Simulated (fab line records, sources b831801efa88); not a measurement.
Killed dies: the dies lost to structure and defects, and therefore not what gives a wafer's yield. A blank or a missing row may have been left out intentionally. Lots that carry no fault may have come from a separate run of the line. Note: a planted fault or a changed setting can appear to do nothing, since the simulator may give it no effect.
Problem report in the 8D (eight disciplines) form, filled by code -- flow sfq line -- the parts of the form that need people (team, actions taken, sign-off) are left out

## 1. WHAT IS WRONG
Wafers free of any fault read -2 nm (standard deviation 4.8) for L0V_OVL at SFQ_L0V_OVL_MEAS_903, against a mean of 174 nm on 12 wafers of 4 lots. That puts it +37 standard deviations away from the usual mean.
Earliest sighting: wafer L632.3 on overlay-01 at day 7 10:32. Wafers with a number at this step in the record: 39, from 13 lots. Rule for "out" (also "out of limits"): further than 4 standard deviations from the usual mean. The other wafers with a number count as sound.

## 2. WHAT THIS IS AND IS NOT
question,is,is not
which readings at this step,L0V_OVL,-
which lots,"L632, L633, L634, L635","L623, L624, L625, L626, L627, L628, L629, L630, L631"
which wafers of those lots,all that have a number,-
read on which gauges,"overlay-01, overlay-02",-
when,from day 7 10:32,up to then (27 sound wafers)

## 3. THE SUSPECTS, EACH WITH WHAT RULES IT OUT
Counting: any tool at a process step up to the reading is kept as a suspect provided that every lot that is out went through it and no sound lot did after the first of them.
- the gauge at SFQ_L0V_OVL_MEAS_903 is ruled out. The wafers that are out were read on 2 gauges (overlay-01, overlay-02).
- krf scanner-02 at SFQ_TRILAYER_L0_VIA_LITHO_EXPOSE_014 (exposes mask L0V, target cd 700 nm): kept. All lots that are out passed through it, beginning with L632 at day 7 09:25, and no sound lot followed; its final sound lot before that point was L631 at day 7 03:13.
The count leaves krf scanner-02 at SFQ_TRILAYER_L0_VIA_LITHO_EXPOSE_014.

## 4. THE CAUSE (what the simulator had put in)
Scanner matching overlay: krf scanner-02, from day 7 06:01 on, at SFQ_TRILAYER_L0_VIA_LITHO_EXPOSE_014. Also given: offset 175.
This tool alone remained once counting was done.

## 5. THE CHAIN OF EFFECTS, in route order
Rows list readings where the struck wafers' mean (over those with a number) sits beyond 3 standard deviations from the usual. Readings are gone through only where the record gives a usual standard deviation; hours: the median, over the lots, of the time from a lot's start at the first step in this table giving one to that lot's start at this step; sigmas: the change measured in usual standard deviations.
hours,step,reading,usual,on struck wafers,change,sigmas
0,SFQ_L0V_OVL_MEAS_903,L0V_OVL,-2 nm,174,+176,+37

## 6. HOW IT WOULD HAVE BEEN CAUGHT EARLIER
Counted from the fault's start at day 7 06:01, it took 5 hours until the first out-of-limits reading at a measuring or inspecting step in this record, taken at day 7 10:32.
No tool reading at SFQ_TRILAYER_L0_VIA_LITHO_EXPOSE_014 that has a usual standard deviation in the record was out on any struck wafer, so an alarm limit of 4 standard deviations on those readings would not have fired.
L633, L634, L635, from the lots that are out (4), started SFQ_TRILAYER_L0_VIA_LITHO_EXPOSE_014 on krf scanner-02 later than day 7 10:32. A hold on the tool at that time would have spared those 3.
